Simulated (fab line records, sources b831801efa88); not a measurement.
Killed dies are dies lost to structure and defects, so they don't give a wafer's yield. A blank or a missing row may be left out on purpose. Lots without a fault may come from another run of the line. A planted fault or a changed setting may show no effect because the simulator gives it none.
A struck lot beside a sound one | flow sky130 | 33 steps out of a route of 708
Sound: wafers L773.3, L773.5, L773.6. Struck: wafers L780.1, L780.2, L780.3. The cause comes at the end.
At each step with rows: each side's tool, then ch and its chambers, then its first start. Under that, the readings that differ: sound wafers | struck wafers | difference of the means | sigmas: that difference in standard deviations of wafers without a fault.
alike: readings whose means differ by less than 2 such deviations, and words and numbers that are the same on both sides. not compared: withheld readings, readings that some wafer has no value for, bounds like >300 that may hide the same value, and numbers for which the record gives no deviation and whose values overlap.
The two part at a step that has a row with sigmas, a row that says differs or no value, or rows on one side only. Numbers that don't overlap but have no deviation are shown without sigmas and don't part them. A reading that every wafer of one side lacks parts them only if that side has two wafers or more.

first, 4 steps without rows for these wafers: SKY_LOCAL_INTERCONNECT_SOFTBAKE_07 (time 90 s); SKY_LOCAL_INTERCONNECT_EXPOSE_08 (exposes mask LI1M, target cd 170 nm); SKY_LOCAL_INTERCONNECT_PEB_09; SKY_LOCAL_INTERCONNECT_DEVELOP_10 (develop time 60 s).
SKY_LOCAL_INTERCONNECT_CD_MEAS_11: target cd 170 nm.
  sound on cd_sem-01, day 31 03:35; struck on cd_sem-02, day 33 06:41
  alike: cd_nm
SKY_LOCAL_INTERCONNECT_OVL_MEAS_12:
  sound on overlay-02, day 31 03:40; struck on overlay-01, day 33 06:49
  alike: LOCAL_INTERCONNECT_OVL
SKY_LOCAL_INTERCONNECT_ETCH_13: etches BARC in N2/H2, stops on SiO2, time 45.9 s, target depth 60 nm.
  sound on rie_metal-03 ch 0,1, day 31 03:43; struck on rie_metal-01 ch 0, day 33 06:51
  alike: drypump_motor_current_A, oes_product_au, throttle_valve_pct
  not compared: rf_hours_counter_h
SKY_LOCAL_INTERCONNECT_METAL_ETCH_14: etches TiN in Cl2/BCl3, stops on PSG, target depth 110 nm, time 31.4 s.
  sound on rie_metal-03 ch 0,1, day 31 03:47; struck on rie_metal-01 ch 0, day 33 06:58
  alike: bcl3_flow_sccm, drypump_motor_current_A, mfc_cl2_sccm, oes_product_au, throttle_valve_pct
  not compared: rf_hours_counter_h
then, 4 steps without rows for these wafers: SKY_LOCAL_INTERCONNECT_STRIP_15 (strips in O2/N2); SKY_LOCAL_INTERCONNECT_STRIP_16 (strips in post etch residue remover, time 1200 s); SKY_LOCAL_INTERCONNECT_CLEAN_17 (cleans in IPA, time 180 s); SKY_LOCAL_INTERCONNECT_CLEAN_18 (cleans in O3/DIW).
SKY_CONTACT_CVD_00: deposits Si3N4, target thk 75 nm.
  sound on pecvd-04 ch 0,2, day 31 04:27; struck on pecvd-04 ch 0,1,2, day 33 07:40
  reading                                   | sound             | struck            | difference | sigmas
  model.Si3N4_of_CONTACT_CVD_00.thk_nm (nm) | 73.52 73.95 75.31 | 52.22 50.48 52.49 | -22.53     |
  alike: heater_power_w
SKY_CONTACT_THK_MEAS_01:
  sound on film_metro-02, day 31 04:30; struck on film_metro-01, day 33 07:42
  reading                 | sound          | struck         | difference | sigmas
  CONTACT_CVD_00_THK (nm) | 73.5 74.0 75.3 | 52.2 50.5 52.5 | -22.5      | -20
then, 1 step without rows for these wafers: SKY_CONTACT_HDPCVD_02 (deposits SiO2, target thk 565 nm, time 94.2 s).
SKY_CONTACT_THK_MEAS_03:
  sound on film_metro-01, day 31 04:38; struck on film_metro-02, day 33 07:50
  alike: CONTACT_HDPCVD_THK
then, 1 step without rows for these wafers: SKY_CONTACT_CMP_04 (polishes SiO2).
SKY_CONTACT_BOW_MEAS_05:
  sound on film_metro-03, day 31 05:01; struck on film_metro-03, day 33 08:13
  alike: CONTACT_BOW
then, 8 steps without rows for these wafers: SKY_CONTACT_DEHYDRATE_06 (time 60 s); SKY_CONTACT_HMDS_07 (prime time 60 s); SKY_CONTACT_COAT_08 (resist thk 60 nm); SKY_CONTACT_COAT_09 (resist thk 450 nm); SKY_CONTACT_SOFTBAKE_10 (time 90 s); SKY_CONTACT_EXPOSE_11 (exposes mask CTM1, target cd 170 nm); SKY_CONTACT_PEB_12; SKY_CONTACT_DEVELOP_13 (develop time 60 s).
SKY_CONTACT_CD_MEAS_14: target cd 170 nm.
  sound on cd_sem-01, day 32 07:46; struck on cd_sem-02, day 34 11:38
  alike: cd_nm
SKY_CONTACT_OVL_MEAS_15:
  sound on overlay-02, day 32 07:52; struck on overlay-01, day 34 11:46
  alike: CONTACT_OVL
SKY_CONTACT_ETCH_16: etches BARC in N2/H2, stops on SiO2, time 45.9 s, target depth 60 nm.
  sound on rie_diel-04 ch 0,3, day 32 07:53; struck on rie_diel-01 ch 0,1,2, day 34 11:48
  alike: drypump_motor_current_A, oes_product_au, throttle_valve_pct
  not compared: rf_hours_counter_h
SKY_CONTACT_ETCH_17: etches SiO2 in C4F8/O2/Ar, stops on Si3N4, target depth 340 nm.
  sound on rie_diel-04 ch 0,3, day 32 07:56; struck on rie_diel-01 ch 0,1,2, day 34 11:50
  alike: oes_product_au
SKY_CONTACT_ETCH_18: etches Si3N4 in CHF3/O2, stops on TiN, time 39 s, target depth 75 nm.
  sound on rie_diel-04 ch 0,3; struck on rie_diel-01 ch 0,1,2
  reading                  | sound             | struck            | difference | sigmas
  oes_product_au (a.u.)    | 0.838 0.850 0.860 | 0.711 0.695 0.717 | -0.142     | -16
  throttle_valve_pct (%)   | 8.780 8.783 8.788 | 8.757 8.770 8.765 | -0.020     | -2
  model.etch.depth_nm (nm) | 73.52 73.95 75.31 | 52.22 50.48 52.49 | -22.53     |
  alike: drypump_motor_current_A
  not compared: rf_hours_counter_h
SKY_CONTACT_STRIP_19: strips in O2/N2.
  sound on plasma_asher-01 ch 0,1, day 32 08:03; struck on plasma_asher-02 ch 0,1, day 34 11:56
  alike: drypump_motor_current_A, oes_product_au, strip_time_to_endpoint_s
  not compared: rf_hours_counter_h
-- the record jumps here: 14 days lie between the struck wafers' starts before and after (it left off in module CONTACT and takes up again in module PAD_OPEN, whose first step shown is number 708 of the route) --
SKY_PAD_OPEN_PROBE_99:
  the record has rows for the struck wafers here (prober-01, day 48 01:02) and none for the sound ones

WHERE THEY PART
First at SKY_CONTACT_THK_MEAS_01; last, within this record, at SKY_PAD_OPEN_PROBE_99.

WHY: what the simulator had put in
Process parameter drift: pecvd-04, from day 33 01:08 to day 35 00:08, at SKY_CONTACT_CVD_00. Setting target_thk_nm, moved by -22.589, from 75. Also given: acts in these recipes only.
